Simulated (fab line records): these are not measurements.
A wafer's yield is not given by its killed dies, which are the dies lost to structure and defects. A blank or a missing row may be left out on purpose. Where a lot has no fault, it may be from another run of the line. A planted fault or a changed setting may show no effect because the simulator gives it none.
Which tool did it? || flow gf180mcu || 14 lots with 42 wafers sampled at 3 steps, on a route of 602 steps

## WHAT EACH GAUGE READ, for each wafer
GF_M1_OVL_MEAS_15.
{"lot": "L736", "measured": "day 17 03:54", "on": "overlay-01", "M1_OVL (nm)": "11 9 9"}
{"lot": "L745", "measured": "day 20 16:32", "on": "overlay-01", "M1_OVL (nm)": "2 5 6"}
{"lot": "L746", "measured": "day 20 22:27", "on": "overlay-02", "M1_OVL (nm)": "2 8 7"}
{"lot": "L748", "measured": "day 21 16:38", "on": "overlay-01", "M1_OVL (nm)": "2 3 -3"}
{"lot": "L749", "measured": "day 21 19:56", "on": "overlay-01", "M1_OVL (nm)": "-4 1 -3"}
{"lot": "L750", "measured": "day 22 10:11", "on": "overlay-02", "M1_OVL (nm)": "5 6 2"}
{"lot": "L752", "measured": "day 23 04:23", "on": "overlay-02", "M1_OVL (nm)": "4 -6 2"}
{"lot": "L753", "measured": "day 23 07:26", "on": "overlay-01", "M1_OVL (nm)": "-4 2 -1"}
{"lot": "L754", "measured": "day 23 21:41", "on": "overlay-02", "M1_OVL (nm)": "1 -2 -1"}
{"lot": "L755", "measured": "day 24 01:08", "on": "overlay-02", "M1_OVL (nm)": "-1 2 8"}
{"lot": "L756", "measured": "day 24 11:33", "on": "overlay-01", "M1_OVL (nm)": "1 -2 0"}
{"lot": "L757", "measured": "day 24 16:17", "on": "overlay-01", "M1_OVL (nm)": "-4 -3 3"}
{"lot": "L758", "measured": "day 25 01:41", "on": "overlay-02", "M1_OVL (nm)": "7 6 6"}
{"lot": "L759", "measured": "day 25 09:47", "on": "overlay-01", "M1_OVL (nm)": "-4 -3 -11"}

## EACH LOT AND THE TOOL THAT RAN IT (in order: tool; ch and the chambers of the sampled wafers; start)
{"lot": "L736", "GF_SALICIDE_SPUTTER_02": "pvdSputter-04, day 15 06:14", "GF_M1_SPUTTER_01": "pvdSputter-01, day 16 05:17"}
{"lot": "L745", "GF_SALICIDE_SPUTTER_02": "pvdSputter-04, day 18 09:35", "GF_M1_SPUTTER_01": "pvdSputter-01, day 19 15:49"}
{"lot": "L746", "GF_SALICIDE_SPUTTER_02": "pvdSputter-02, day 18 18:41", "GF_M1_SPUTTER_01": "pvdSputter-02, day 19 21:40"}
{"lot": "L748", "GF_SALICIDE_SPUTTER_02": "pvdSputter-04, day 19 13:47", "GF_M1_SPUTTER_01": "pvdSputter-02, day 20 17:06"}
{"lot": "L749", "GF_SALICIDE_SPUTTER_02": "pvdSputter-02, day 19 16:37", "GF_M1_SPUTTER_01": "pvdSputter-02, day 20 19:19"}
{"lot": "L750", "GF_SALICIDE_SPUTTER_02": "pvdSputter-01, day 20 08:01", "GF_M1_SPUTTER_01": "pvdSputter-01, day 21 10:26"}
{"lot": "L752", "GF_SALICIDE_SPUTTER_02": "pvdSputter-04, day 21 02:59", "GF_M1_SPUTTER_01": "pvdSputter-01, day 22 04:58"}
{"lot": "L753", "GF_SALICIDE_SPUTTER_02": "pvdSputter-02, day 21 05:37", "GF_M1_SPUTTER_01": "pvdSputter-03, day 22 08:05"}
{"lot": "L754", "GF_SALICIDE_SPUTTER_02": "pvdSputter-04, day 21 20:37", "GF_M1_SPUTTER_01": "pvdSputter-01, day 22 22:37"}
{"lot": "L755", "GF_SALICIDE_SPUTTER_02": "pvdSputter-02, day 22 01:50", "GF_M1_SPUTTER_01": "pvdSputter-01, day 23 03:18"}
{"lot": "L756", "GF_SALICIDE_SPUTTER_02": "pvdSputter-02, day 22 10:28", "GF_M1_SPUTTER_01": "pvdSputter-03, day 23 12:38"}
{"lot": "L757", "GF_SALICIDE_SPUTTER_02": "pvdSputter-01, day 22 17:14", "GF_M1_SPUTTER_01": "pvdSputter-03, day 23 18:13"}
{"lot": "L758", "GF_SALICIDE_SPUTTER_02": "pvdSputter-04, day 23 02:26", "GF_M1_SPUTTER_01": "pvdSputter-01, day 24 03:04"}
{"lot": "L759", "GF_SALICIDE_SPUTTER_02": "pvdSputter-01, day 23 12:13", "GF_M1_SPUTTER_01": "pvdSputter-03, day 24 13:17"}
- GF_SALICIDE_SPUTTER_02: material Co, target thk 10 nm, time 20 s.
- GF_M1_SPUTTER_01: material TiN, target thk 30 nm, time 25 s.

## WHAT THE TOOLS THEMSELVES READ (means of the sampled wafers that have a number; where no wafer has one, the mark that the record gives instead)
GF_SALICIDE_SPUTTER_02.
{"lot": "L736", "tool": "pvdSputter-04", "cathodeDcPowerW (W)": 999.93, "chamberPressurePa (Pa)": 0.4000, "throttleValvePct (%)": 31.2}
{"lot": "L745", "tool": "pvdSputter-04", "cathodeDcPowerW (W)": 1000.00, "chamberPressurePa (Pa)": 0.4008, "throttleValvePct (%)": 28.9}
{"lot": "L746", "tool": "pvdSputter-02", "cathodeDcPowerW (W)": 999.87, "chamberPressurePa (Pa)": 0.4006, "throttleValvePct (%)": 31.2}
{"lot": "L748", "tool": "pvdSputter-04", "cathodeDcPowerW (W)": 999.92, "chamberPressurePa (Pa)": 0.4004, "throttleValvePct (%)": 30.1}
{"lot": "L749", "tool": "pvdSputter-02", "cathodeDcPowerW (W)": 999.94, "chamberPressurePa (Pa)": 0.3997, "throttleValvePct (%)": 30.1}
{"lot": "L750", "tool": "pvdSputter-01", "cathodeDcPowerW (W)": 1000.03, "chamberPressurePa (Pa)": 0.4005, "throttleValvePct (%)": 29.8}
{"lot": "L752", "tool": "pvdSputter-04", "cathodeDcPowerW (W)": 999.94, "chamberPressurePa (Pa)": 0.4001, "throttleValvePct (%)": 31.2}
{"lot": "L753", "tool": "pvdSputter-02", "cathodeDcPowerW (W)": 999.92, "chamberPressurePa (Pa)": 0.4001, "throttleValvePct (%)": 30.9}
{"lot": "L754", "tool": "pvdSputter-04", "cathodeDcPowerW (W)": 1000.04, "chamberPressurePa (Pa)": 0.4004, "throttleValvePct (%)": 30.2}
{"lot": "L755", "tool": "pvdSputter-02", "cathodeDcPowerW (W)": 999.88, "chamberPressurePa (Pa)": 0.4007, "throttleValvePct (%)": 30.8}
{"lot": "L756", "tool": "pvdSputter-02", "cathodeDcPowerW (W)": 999.99, "chamberPressurePa (Pa)": 0.4002, "throttleValvePct (%)": 30.6}
{"lot": "L757", "tool": "pvdSputter-01", "cathodeDcPowerW (W)": 1000.07, "chamberPressurePa (Pa)": 0.4007, "throttleValvePct (%)": 29.8}
{"lot": "L758", "tool": "pvdSputter-04", "cathodeDcPowerW (W)": 999.96, "chamberPressurePa (Pa)": 0.3999, "throttleValvePct (%)": 29.9}
{"lot": "L759", "tool": "pvdSputter-01", "cathodeDcPowerW (W)": 1000.10, "chamberPressurePa (Pa)": 0.4012, "throttleValvePct (%)": 30.2}

GF_M1_SPUTTER_01.
{"lot": "L736", "tool": "pvdSputter-01", "cathodeDcPowerW (W)": 6499.3, "chamberPressurePa (Pa)": 0.3997, "throttleValvePct (%)": 29.4}
{"lot": "L745", "tool": "pvdSputter-01", "cathodeDcPowerW (W)": "-", "chamberPressurePa (Pa)": "-", "throttleValvePct (%)": "-"}
{"lot": "L746", "tool": "pvdSputter-02", "cathodeDcPowerW (W)": "-", "chamberPressurePa (Pa)": "-", "throttleValvePct (%)": "-"}
{"lot": "L748", "tool": "pvdSputter-02", "cathodeDcPowerW (W)": 6499.9, "chamberPressurePa (Pa)": 0.4008, "throttleValvePct (%)": 29.3}
{"lot": "L749", "tool": "pvdSputter-02", "cathodeDcPowerW (W)": 6501.1, "chamberPressurePa (Pa)": 0.3991, "throttleValvePct (%)": 31.0}
{"lot": "L750", "tool": "pvdSputter-01", "cathodeDcPowerW (W)": 6500.3, "chamberPressurePa (Pa)": 0.4001, "throttleValvePct (%)": 29.0}
{"lot": "L752", "tool": "pvdSputter-01", "cathodeDcPowerW (W)": 6499.8, "chamberPressurePa (Pa)": 0.3992, "throttleValvePct (%)": 29.1}
{"lot": "L753", "tool": "pvdSputter-03", "cathodeDcPowerW (W)": 6499.4, "chamberPressurePa (Pa)": 0.4001, "throttleValvePct (%)": 30.2}
{"lot": "L754", "tool": "pvdSputter-01", "cathodeDcPowerW (W)": 6499.6, "chamberPressurePa (Pa)": 0.3994, "throttleValvePct (%)": 29.6}
{"lot": "L755", "tool": "pvdSputter-01", "cathodeDcPowerW (W)": 6500.0, "chamberPressurePa (Pa)": 0.3996, "throttleValvePct (%)": 29.6}
{"lot": "L756", "tool": "pvdSputter-03", "cathodeDcPowerW (W)": 6499.2, "chamberPressurePa (Pa)": 0.4003, "throttleValvePct (%)": 31.0}
{"lot": "L757", "tool": "pvdSputter-03", "cathodeDcPowerW (W)": 6501.0, "chamberPressurePa (Pa)": 0.3992, "throttleValvePct (%)": 30.6}
{"lot": "L758", "tool": "pvdSputter-01", "cathodeDcPowerW (W)": 6499.5, "chamberPressurePa (Pa)": 0.3993, "throttleValvePct (%)": 30.0}
{"lot": "L759", "tool": "pvdSputter-03", "cathodeDcPowerW (W)": 6499.9, "chamberPressurePa (Pa)": 0.3991, "throttleValvePct (%)": 31.1}

## THE ANSWER, worked out from the rows above alone
Rule: usual is defined by the lots themselves. The widest of any qualifying gaps counts: lots, ordered by their means at a reading, are off when they make up no more than a third of the lots, leave a main group of 4 or more, and stand apart from it by 3 or more times the standard deviation of that group's means. A main group whose means are all the same, to the digits that the tables above print for the reading, isn't used. Also off: a lot with no number at a reading for which 4 or more lots have one. The other lots that the step has rows for count as sound. After the gauges, taken in route order, come the tools' own readings; for these a lot's mean is taken, as printed above. The first step at which some lot is off is used, and at that step the reading that is off furthest; a lot without a number counts as furthest.
Off: L745, L746 (GF_M1_SPUTTER_01, cathodeDcPowerW). Without a number there: L745, L746. The main group: mean 6499.9 W, standard deviation 0.59.
A tool fits if, at that step or a process step before it, it ran every lot that is off, and no sound lot after the first of them. Not one of the candidates tried fits.

## WHAT WAS PUT IN BY THE SIMULATOR
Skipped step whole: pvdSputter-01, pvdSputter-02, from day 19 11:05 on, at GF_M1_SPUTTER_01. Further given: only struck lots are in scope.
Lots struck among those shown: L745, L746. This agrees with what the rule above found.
